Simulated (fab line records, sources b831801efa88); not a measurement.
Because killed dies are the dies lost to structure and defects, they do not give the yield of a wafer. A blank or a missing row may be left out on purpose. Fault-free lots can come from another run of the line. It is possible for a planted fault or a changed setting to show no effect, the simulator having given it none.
A single fault, viewed from 2 desks / flow sky130 / each desk holds nothing but its own numbers, with what lay behind them at the end

## FROM THE METROLOGY DESK
What the gauges read, lot by lot, whatever tool the lot ran on: means of the sampled wafers that have a number. If a lot's mean is further than 4 standard deviations from the usual mean, the lot is out of limits and carries the mark OUT (the distance appears in the brackets).
Columns: A = GATE_OXIDE_OVL at SKY_GATE_OXIDE_OVL_MEAS_10, usual 1.0 nm; B = GATE_OXIDE_TW at SKY_GATE_OXIDE_TW_MEAS_14, usual 225.1
lot=L225; first seen here=day 17 23:07; A=0.8; B=226.5
lot=L227; first seen here=day 18 10:20; A=2.9; B=223.1
lot=L231; first seen here=day 19 21:43; A=-0.3; B=224.1
lot=L230; first seen here=day 19 22:10; A=-1.6; B=224.4
lot=L237; first seen here=day 22 01:41; A=-1.1; B=226.9
This desk found nothing out of limits on any of the 5 lots.

## FOR THE TOOL OWNER'S DESK: wet_bench-03
The tool's own readings at SKY_GATE_OXIDE_CLEAN_15 (cleans in SC1/SC2, time 150 s): means of the sampled wafers that have a number, for each lot that ran on this tool. If a lot's mean is further than 4 standard deviations from the usual mean, the lot is out of limits and carries the mark OUT (the distance appears in the brackets).
Columns: A = bath_heat_duty_pct at SKY_GATE_OXIDE_CLEAN_15, usual 13.1 %; B = run_length_s at SKY_GATE_OXIDE_CLEAN_15, usual 177 s
lot=L225; first seen here=day 17 23:33; A=14.0; B=178
lot=L231; first seen here=day 19 22:10; A=13.8; B=42 (-40) OUT
This desk's verdict: out of limits on L231, starting with L231 at day 19 22:10 (run_length_s at SKY_GATE_OXIDE_CLEAN_15). L225: within limits.

## TAKEN TOGETHER
On L231, at day 19 22:10, an alarm was possible from the tool owner's desk.
The metrology desk saw nothing out of limits.
The metrology desk has L231 on record, within its limits.
Of the lots named, all ran SKY_GATE_OXIDE_CLEAN_15 on wet_bench-03.

## WHAT THE SIMULATOR HAD INSERTED
wet_bench-03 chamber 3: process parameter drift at SKY_GATE_OXIDE_CLEAN_15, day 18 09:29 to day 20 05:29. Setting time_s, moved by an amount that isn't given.
Lots struck among those shown: L231.
Each desk's first reading out of limits, in hours after the fault started: the tool owner's desk, 37.
